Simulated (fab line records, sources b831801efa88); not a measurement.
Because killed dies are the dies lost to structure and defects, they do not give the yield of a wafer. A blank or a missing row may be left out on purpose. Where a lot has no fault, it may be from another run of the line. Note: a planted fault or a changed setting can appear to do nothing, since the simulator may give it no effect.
A single fault, viewed from 2 desks	flow gf180mcu	only its own numbers are on each desk; what lay behind them is given at the end

## METROLOGY DESK
Means of the sampled wafers that have a number, per lot and without regard to the tool the lot ran on: this is what the gauges read. A lot is out of limits, marked OUT, if its mean lies more than 4 standard deviations from the usual mean; the brackets give that distance.
Columns: A = V5_W_RS at GF_V5_RS_MEAS_24, usual 0.329 ohm/sq
lot	first seen here	A
L581	day 27 10:14	0.321
L582	day 27 17:23	0.330
L583	day 28 03:50	0.331
L584	day 28 07:33	0.331
L587	day 28 20:20	0.326
L589	day 29 22:02	0.332
L592	day 30 14:13	0.326
L593	day 31 00:29	0.330
L594	day 31 08:41	0.332
L595	day 31 15:42	0.330
L596	day 31 18:41	0.327
L599	day 32 11:18	0.324
L602	day 33 01:57	0.326
This desk's verdict: no lot among the 13 shows anything out of limits.

## THE TOOL OWNER'S DESK: pvdSputter-04
At GF_M4_SPUTTER_01 (material TiN, target thk 30 nm, time 25 s) the tool's own readings: per lot run on this tool, the mean of the sampled wafers that have a number. A lot is out of limits, marked OUT, if its mean lies more than 4 standard deviations from the usual mean; the brackets give that distance.
Columns: A = chamberPressurePa at GF_M4_SPUTTER_01, usual 0.4001 Pa; B = throttleValvePct at GF_M4_SPUTTER_01, usual 30.4 %
lot	first seen here	A	B
L582	day 23 01:19	0.3995	29.6
L583	day 23 12:23	0.3993	29.5
L592	day 26 06:34	0.3999	29.8
L593	day 26 17:26	0.4003	29.6
L594	day 27 04:01	0.4009	30.6
L595	day 27 11:59	0.4007	29.1
This desk's verdict: no lot among the 6 shows anything out of limits.

## TAKEN TOGETHER
Nothing out of limits was seen by the metrology desk.
Nothing out of limits was seen by the tool owner's desk.

## WHAT WAS PUT IN BY THE SIMULATOR
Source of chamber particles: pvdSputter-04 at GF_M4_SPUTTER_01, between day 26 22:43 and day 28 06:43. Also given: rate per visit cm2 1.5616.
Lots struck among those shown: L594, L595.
